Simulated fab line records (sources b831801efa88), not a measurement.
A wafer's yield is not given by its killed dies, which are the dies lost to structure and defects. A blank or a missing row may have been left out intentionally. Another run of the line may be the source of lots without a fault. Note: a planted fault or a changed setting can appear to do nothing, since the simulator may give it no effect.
fab line records -- flow sky130
[record] lots = 12, wafers = 36, last_day = 49
route steps=708 shown VIA1@479 VIA4@659 PASSIVATION@693 PAD_OPEN@701
lots untouched by any fault: they come from a run of this same line in which no faults occurred
start_h: the number of hours between the record's first day and the start of the first shown wafer of the lot -- wait_h: time in hours since the lot's previous step -- " identical to the entry in the row above -- L1.1+2: several wafers, shown together as one row -- - either no value or no given start -- * or withheld: withheld -- < > ~ a bound
route shown NAME@n: NAME is a module with steps in the file, n the number in the route of the first one -- usual: mean/standard deviation taken from wafers without a fault -- same: alike in all rows -- chamber/n: place in a boat -- sites: per-site readings -- _std_site: standard deviation of those values -- _edge_site: mean of outer sites minus mean of inner sites -- radius_mm: how far each site lies from the wafer's centre -- mask NAME#n: copy n -- behind: the last tool/chamber to shape the wafer -- hold: why the lot went on hold/how many hours it stayed there/how the hold came to an end -- device: transistor that didn't switch, given as n, p or np -- end of line: at the end of the route, the tests of the same wafers -- step lacking rows: just its recipe -- killed: the dies lost at the first sort to structure and to defects; this is not the yield of the wafer -- map: the dies of a wafer, with x for killed, . for not killed, _ for no die there
set.NAME: setting as actually run; set.NAME@STEP: the setting as run at that earlier step -- model.NAME: the simulator's own value behind a step, which no gauge read
one table for each step of the route and one row for each wafer, over a sample of lots
services: when a tool's chamber went out of use (start_h, in hours from the record's first day, below 0 if earlier), for how many hours, and the reason
[[steps]]
[step SKY_VIA1_CVD_21]
[recipe] material = W, target_thk_nm = 270, time_s = 80.902, temp_c = 400, pressure_torr = 40
[usual] heater_power_outer_w = 529/51, heater_power_w = 870/75
[same] time_s = 80.902
lot.wafer,tool,chamber,start_h,wait_h,heater_power_outer_w,heater_power_w
L235.1,cvd_w-02,1,781.09,0.0,489,799
L235.4,cvd_w-02,0,781.09,0.0,550,913
L235.5,cvd_w-02,0,781.09,0.0,536,900
L236.2,cvd_w-02,1,799.46,0.0,497,809
L236.3,cvd_w-02,0,799.46,0.0,544,928
L236.4,cvd_w-02,1,799.46,0.0,509,832
L237.1,cvd_w-01,1,814.85,0.0,547,918
L237.2,cvd_w-01,0,814.85,0.0,557,940
L237.6,cvd_w-01,1,814.85,0.0,545,893
L239.1,cvd_w-02,1,823.07,0.0,495,804
L239.2,cvd_w-02,0,823.07,0.0,554,921
L239.5,cvd_w-02,1,823.07,0.0,489,805
L240.1,cvd_w-01,1,831.85,0.0,559,898
L240.3,cvd_w-01,0,831.85,0.0,569,943
L240.6,cvd_w-01,1,831.85,0.0,559,919
L241.1,cvd_w-01,0,844.53,0.0,576,967
L241.4,cvd_w-01,0,844.53,0.0,578,941
L241.6,cvd_w-01,0,844.53,0.0,607,953
L243.1,cvd_w-01,0,858.15,0.0,583,922
L243.3,cvd_w-01,1,858.15,0.0,550,925
L243.5,cvd_w-01,0,858.15,0.0,585,935
L244.2,cvd_w-02,1,860.86,0.0,504,824
L244.3,cvd_w-02,0,860.86,0.0,546,932
L244.5,cvd_w-02,0,860.86,0.0,553,904
L247.1,cvd_w-02,0,879.30,0.0,559,926
L247.2,cvd_w-02,1,879.30,0.0,489,823
L247.5,cvd_w-02,1,879.30,0.0,488,813
L246.1,cvd_w-01,1,880.40,0.0,561,926
L246.4,cvd_w-01,1,880.40,0.0,566,953
L246.5,cvd_w-01,0,880.40,0.0,588,946
L252.1,cvd_w-01,0,925.98,0.0,578,921
L252.5,cvd_w-01,1,925.98,0.0,573,919
L252.6,cvd_w-01,0,925.98,0.0,597,922
L253.2,cvd_w-01,1,930.36,0.0,551,901
L253.4,cvd_w-01,0,930.36,0.0,594,959
L253.5,cvd_w-01,0,930.36,0.0,590,949
[step SKY_VIA4_THK_MEAS_20]
[recipe] thk_meas_gauge = xrf, reads = W_of_VIA4_CVD_18
[usual] VIA4_W_THK = 499/9
lot.wafer,tool,chamber,start_h,wait_h,VIA4_W_THK[nm]
L235.1,film_metro-01,-,992.85,0.1,491
L235.4,film_metro-01,-,992.85,0.1,489
L235.5,film_metro-01,-,992.85,0.1,488
L236.2,film_metro-03,-,1010.26,0.1,493
L236.3,film_metro-03,-,1010.26,0.1,494
L236.4,film_metro-03,-,1010.26,0.1,504
L237.1,film_metro-01,-,1025.09,0.1,497
L237.2,film_metro-01,-,1025.09,0.1,490
L237.6,film_metro-01,-,1025.09,0.1,498
L239.1,film_metro-03,-,1030.48,0.1,505
L239.2,film_metro-03,-,1030.48,0.1,494
L239.5,film_metro-03,-,1030.48,0.1,502
L240.1,film_metro-01,-,1039.86,0.1,497
L240.3,film_metro-01,-,1039.86,0.1,496
L240.6,film_metro-01,-,1039.86,0.1,501
L241.1,film_metro-04,-,1049.84,0.1,508
L241.4,film_metro-04,-,1049.84,0.1,514
L241.6,film_metro-04,-,1049.84,0.1,514
L243.1,film_metro-03,-,1060.39,0.1,518
L243.3,film_metro-03,-,1060.39,0.1,509
L243.5,film_metro-03,-,1060.39,0.1,516
L244.2,film_metro-01,-,1062.23,0.1,479
L244.3,film_metro-01,-,1062.23,0.1,487
L244.5,film_metro-01,-,1062.23,0.1,497
L247.1,film_metro-03,-,1078.91,0.1,506
L247.2,film_metro-03,-,1078.91,0.1,507
L247.5,film_metro-03,-,1078.91,0.1,506
L246.1,film_metro-03,-,1080.06,0.1,513
L246.4,film_metro-03,-,1080.06,0.1,511
L246.5,film_metro-03,-,1080.06,0.1,510
L252.1,film_metro-04,-,1115.31,0.1,505
L252.5,film_metro-04,-,1115.31,0.1,495
L252.6,film_metro-04,-,1115.31,0.1,514
L253.2,film_metro-04,-,1118.28,0.1,507
L253.4,film_metro-04,-,1118.28,0.1,502
L253.5,film_metro-04,-,1118.28,0.1,499
[step SKY_PASSIVATION_STRIP_12]
[recipe] chemistry = O2/N2, power_w = 1400, pressure_mtorr = 1500, platen_temp_c = withheld, overash_fraction = 0.7, o2_flow_sccm = 3000, n2_flow_sccm = 300
[usual] drypump_motor_current_A = 5.52/0.19, oes_product_au = 0.660/0.0047, strip_time_to_endpoint_s = 31.55/0.13
lot.wafer,tool,chamber,start_h,wait_h,drypump_motor_current_A,oes_product_au,rf_hours_counter_h,strip_time_to_endpoint_s
L235.1,plasma_asher-03,0,1040.14,0.1,5.57,0.660,63,31.44
L235.4,plasma_asher-03,1,1040.14,0.1,5.73,0.666,-,31.38
L235.5,plasma_asher-03,1,1040.14,0.1,5.73,0.663,-,31.32
L236.2,plasma_asher-04,1,1056.63,0.1,5.21,0.668,87,31.53
L236.3,plasma_asher-04,0,1056.63,0.1,5.51,0.664,-,31.57
L236.4,plasma_asher-04,1,1056.63,0.1,5.21,0.659,-,31.50
L237.1,plasma_asher-02,1,1070.53,0.1,5.68,0.653,35,31.59
L237.2,plasma_asher-02,0,1070.53,0.1,5.35,0.666,35,31.66
L237.6,plasma_asher-02,1,1070.53,0.1,5.69,0.659,-,31.63
L239.1,plasma_asher-03,1,1076.89,0.1,5.73,0.656,67,31.66
L239.2,plasma_asher-03,0,1076.89,0.1,5.59,0.661,67,31.43
L239.5,plasma_asher-03,1,1076.89,0.1,5.75,0.658,-,31.50
L240.1,plasma_asher-03,1,1082.79,0.1,5.73,0.660,68,31.63
L240.3,plasma_asher-03,0,1082.79,0.1,5.56,0.660,-,31.59
L240.6,plasma_asher-03,1,1082.79,0.1,5.74,0.662,-,31.61
L241.1,plasma_asher-04,1,1093.14,0.1,5.18,0.668,91,31.63
L241.4,plasma_asher-04,0,1093.14,0.1,5.54,0.656,-,31.60
L241.6,plasma_asher-04,0,1093.14,0.1,5.54,0.664,-,31.73
L243.1,plasma_asher-04,0,1101.54,0.1,5.53,0.660,92,31.38
L243.3,plasma_asher-04,1,1101.54,0.1,5.20,0.663,-,31.32
L243.5,plasma_asher-04,1,1101.54,0.1,5.20,0.666,-,31.23
L244.2,plasma_asher-03,0,1103.99,0.1,5.57,0.667,70,31.53
L244.3,plasma_asher-03,1,1103.99,0.1,5.75,0.668,-,31.37
L244.5,plasma_asher-03,0,1103.99,0.1,5.58,0.658,-,31.41
L247.1,plasma_asher-04,1,1121.64,0.1,5.20,0.668,94,31.48
L247.2,plasma_asher-04,0,1121.64,0.1,5.52,0.658,94,31.53
L247.5,plasma_asher-04,1,1121.64,0.1,5.19,0.666,-,31.74
L246.1,plasma_asher-04,1,1122.68,0.1,5.19,0.663,94,31.47
L246.4,plasma_asher-04,0,1122.68,0.1,5.59,0.659,-,31.38
L246.5,plasma_asher-04,1,1122.68,0.1,5.19,0.671,-,31.52
L252.1,plasma_asher-04,0,1154.74,0.1,5.52,0.668,97,31.78
L252.5,plasma_asher-04,1,1154.74,0.1,5.20,0.666,-,31.48
L252.6,plasma_asher-04,0,1154.74,0.1,5.56,0.659,-,31.55
L253.2,plasma_asher-04,1,1157.29,0.1,5.19,0.658,97,31.36
L253.4,plasma_asher-04,0,1157.29,0.1,5.52,0.661,-,31.39
L253.5,plasma_asher-04,1,1157.29,0.1,5.20,0.671,-,31.41
[step SKY_PAD_OPEN_ETCH_07]
[recipe] chemistry = CF4/O2, target_depth_nm = 725, stop_on = AlCu, source_w = 800, bias_w = 150, pressure_mtorr = 150, cf4_flow_sccm = 80, O2_flow_sccm = 10, time_s = 161.1
[usual] drypump_motor_current_A = 5.8/0.51, oes_product_au = 0.978/0.0066, rf_fwd_power_W = 796.1/2.7, throttle_valve_pct = 5.965/0.0096
[same] time_s = 161.1
lot.wafer,tool,chamber,start_h,wait_h,drypump_motor_current_A,oes_product_au,rf_fwd_power_W,rf_hours_counter_h,throttle_valve_pct
L235.1,rie_diel-03,2,1061.46,-,5.7,0.963,795.6,19,5.959
L235.4,rie_diel-03,1,1061.46,-,4.7,0.973,797.8,9,5.962
L235.5,rie_diel-03,0,1061.46,-,6.2,0.986,796.5,-,5.964
L236.2,rie_diel-02,2,1077.62,-,5.7,0.975,794.8,20,5.971
L236.3,rie_diel-02,1,1077.62,-,6.0,0.971,797.8,12,5.960
L236.4,rie_diel-02,3,1077.62,-,6.6,0.979,791.8,16,5.964
L237.1,rie_diel-04,1,1090.54,-,5.5,0.968,795.3,23,5.957
L237.2,rie_diel-04,2,1090.54,-,5.1,0.984,798.2,12,5.979
L237.6,rie_diel-04,0,1090.54,-,6.2,0.977,798.1,-,5.970
L239.1,rie_diel-04,1,1096.69,-,5.5,0.980,794.1,24,5.964
L239.2,rie_diel-04,0,1096.69,-,6.2,0.978,795.6,14,5.966
L239.5,rie_diel-04,0,1096.69,-,6.2,0.986,792.1,-,5.963
L240.1,rie_diel-04,2,1102.59,-,5.1,0.973,797.7,13,5.961
L240.3,rie_diel-04,0,1102.59,-,6.2,0.984,792.5,15,5.949
L240.6,rie_diel-04,3,1102.59,-,5.7,0.982,790.9,-,5.979
L241.1,rie_diel-04,1,1112.52,-,5.5,0.980,794.0,24,5.955
L241.4,rie_diel-04,3,1112.52,-,5.7,0.989,798.9,21,5.984
L241.6,rie_diel-04,3,1112.52,-,5.7,0.996,795.7,-,5.964
L243.1,rie_diel-02,1,1121.42,-,6.0,0.975,795.7,14,5.948
L243.3,rie_diel-02,3,1121.42,-,6.6,0.962,793.2,17,5.968
L243.5,rie_diel-02,2,1121.42,-,5.7,0.974,800.1,-,5.971
L244.2,rie_diel-02,3,1124.02,-,6.6,0.990,793.4,17,5.966
L244.3,rie_diel-02,0,1124.02,-,6.1,0.978,798.9,23,5.949
L244.5,rie_diel-02,0,1124.02,-,6.1,0.987,800.7,-,5.985
L247.1,rie_diel-02,1,1141.09,-,6.0,0.982,799.0,15,5.949
L247.2,rie_diel-02,2,1141.09,-,5.7,0.982,796.6,23,5.974
L247.5,rie_diel-02,1,1141.09,-,6.0,0.975,801.9,-,5.971
L246.1,rie_diel-03,2,1141.81,-,5.7,0.973,799.3,22,5.960
L246.4,rie_diel-03,0,1141.81,-,6.2,0.977,791.8,21,5.957
L246.5,rie_diel-03,0,1141.81,-,6.3,0.979,794.1,-,5.974
L252.1,rie_diel-03,3,1172.12,-,5.3,0.972,798.5,17,5.972
L252.5,rie_diel-03,2,1172.12,-,5.7,0.984,797.3,-,5.960
L252.6,rie_diel-03,3,1172.12,-,5.4,0.978,795.2,-,5.964
L253.2,rie_diel-04,3,1174.49,-,5.7,0.973,792.9,24,5.967
L253.4,rie_diel-04,1,1174.49,-,5.5,0.988,793.4,27,5.959
L253.5,rie_diel-04,3,1174.49,-,5.7,0.973,793.3,-,5.947
[step SKY_PAD_OPEN_PROBE_99]
[usual] defect_limited_yield = 82.4/1.8, killed_at_M0_to_M3 = 45/6.8, killed_at_M4_up = 3.2/1.6, killed_at_contacts = 24/5.1, killed_at_front_end = 14/4.4, killed_at_other = 0.4/0.65, killed_dies = 87/8.8, killed_open = 47/7.2, killed_short = 39/6.1, sort_bin_3_pad_short = 0.9/0.38, sort_bin_5_function = 10.4/1.5, sort_bin_6_memory = 6.4/1.1, sort_n_pass = 405/8.8, sort_yield_pct = 82.4/1.8
[same] gross_dies = 492, killed_at_back_side = 0, sort_bin_4_leakage[%] = 0, sort_bin_8_speed[%] = 0
lot.wafer,tool,chamber,start_h,wait_h,defect_limited_yield[%],killed_at_M0_to_M3,killed_at_M4_up,killed_at_contacts,killed_at_front_end,killed_at_other,killed_dies,killed_open,killed_short,sort_bin_3_pad_short[%],sort_bin_5_function[%],sort_bin_6_memory[%],sort_n_pass,sort_yield_pct[%]
L252.1,prober-01,-,1174.47,0.1,75.6,76,5,26,13,0,120,43,42,2.2,15.9,6.3,372,75.6
L252.5,prober-01,-,1174.67,0.2,76.8,80,5,19,10,0,114,37,39,1.6,15.0,6.5,378,76.8
L252.6,prober-01,-,1174.72,0.2,74.2,76,3,26,21,1,127,52,37,2.2,16.7,6.9,365,74.2
L253.2,prober-02,-,1176.88,0.1,72.8,94,4,27,9,0,134,54,36,2.6,16.3,8.3,358,72.8
L253.4,prober-02,-,1176.98,0.2,75.8,80,1,26,11,1,119,49,35,2.2,12.6,9.3,373,75.8
L253.5,prober-02,-,1177.03,0.2,80.1,64,2,18,14,0,98,36,29,2.0,13.6,4.3,394,80.1
// killed by level:class
L252.1 VIA1:unspecified=35 CONTACT:geometric_particle:open=9 VIA2:geometric_particle:open=8 LI_CONTACT:geometric_particle:open=7 METAL1:geometric_particle:short=6 VIA3:geometric_particle:short=6 CONTACT:geometric_particle:short=5 VIA1:geometric_particle:open=5
L252.5 VIA1:unspecified=37 LI_CONTACT:geometric_particle:open=8 VIA1:geometric_particle:open=8 METAL1:geometric_particle:short=7 VIA2:geometric_particle:open=6 VIA1:geometric_particle:short=6 CONTACT:geometric_particle:open=5 METAL2:geometric_particle:short=5
L252.6 VIA1:unspecified=37 VIA1:geometric_particle:open=11 LI_CONTACT:geometric_particle:open=10 FIELD_ISO:geometric_particle:short=6 FIELD_ISO:geometric_particle:open=5 VIA1:geometric_particle:short=5 CONTACT:geometric_particle:open=5 CONTACT:geometric_particle:short=5
L253.2 VIA1:unspecified=44 VIA1:geometric_particle:open=14 CONTACT:geometric_particle:open=10 LI_CONTACT:geometric_particle:open=9 METAL2:geometric_particle:short=7 VIA2:geometric_particle:open=6 FIELD_ISO:geometric_particle:open=4 FIELD_ISO:geometric_particle:short=4
L253.4 VIA1:unspecified=35 CONTACT:geometric_particle:open=12 VIA1:geometric_particle:open=12 LI_CONTACT:geometric_particle:open=7 VIA2:geometric_particle:open=6 METAL1:geometric_particle:short=5 METAL2:geometric_particle:short=5 LOCAL_INTERCONNECT:geometric_particle:short=4
L253.5 VIA1:unspecified=33 LI_CONTACT:geometric_particle:open=8 METAL2:geometric_particle:short=7 POLY_GATE:geometric_particle:short=6 VIA1:geometric_particle:open=6 VIA2:geometric_particle:open=5 POLY_GATE:geometric_particle:open=4 CONTACT:geometric_particle:open=4
[[services]]
tool,chamber,start_h,hours,kind
plasma_asher-04,-,801.29,12.6,repair
rie_diel-02,3,804.66,1.8,repair
rie_diel-02,3,811.23,15.4,repair
plasma_asher-03,-,842.77,0.4,repair
plasma_asher-04,-,842.84,0.3,repair
rie_diel-04,3,849.32,2.4,repair
plasma_asher-03,-,867.80,16.0,pm
rie_diel-02,1,884.79,5.1,repair
rie_diel-02,2,903.95,10.2,repair
cvd_w-02,-,904.00,14.0,pm
plasma_asher-04,-,931.55,2.6,repair
plasma_asher-04,-,932.71,2.7,repair
plasma_asher-04,-,938.11,63.4,repair
rie_diel-04,2,943.46,29.7,repair
rie_diel-04,1,947.01,8.4,repair
cvd_w-02,-,1031.40,0.8,repair
cvd_w-02,-,1043.35,2.6,repair
cvd_w-01,-,1095.67,0.5,repair
plasma_asher-04,-,1104.64,3.3,repair
cvd_w-02,0,1117.44,16.0,repair
rie_diel-04,-,1129.93,0.6,repair
cvd_w-01,0,1160.36,7.2,repair
cvd_w-02,1,1172.43,4.5,repair
cvd_w-01,-,1172.65,1.4,repair
[[key]]
[first_sign] step = SKY_PAD_OPEN_PROBE_99, reading = killed_at_M0_to_M3, direction = up, sigmas = 5, usual = 45, struck = 78
[effect] step = SKY_PAD_OPEN_PROBE_99, reading = defect_limited_yield, direction = down, sigmas = 3.6, usual = 82.4, struck = 75.9
met_at SKY_VIA1_CVD_21
struck_lots L252,L253
not_acting_at SKY_VIA4_THK_MEAS_20,SKY_PASSIVATION_STRIP_12,SKY_PAD_OPEN_ETCH_07
onset_between 880.40 925.98
also_fits time
[fault] kind = chamber_particle_source, tool = cvd_w-01, chamber = -, onset_h = 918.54, steps = SKY_VIA1_CVD_21, rate_per_visit_cm2 = 0.44551, end_h = 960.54
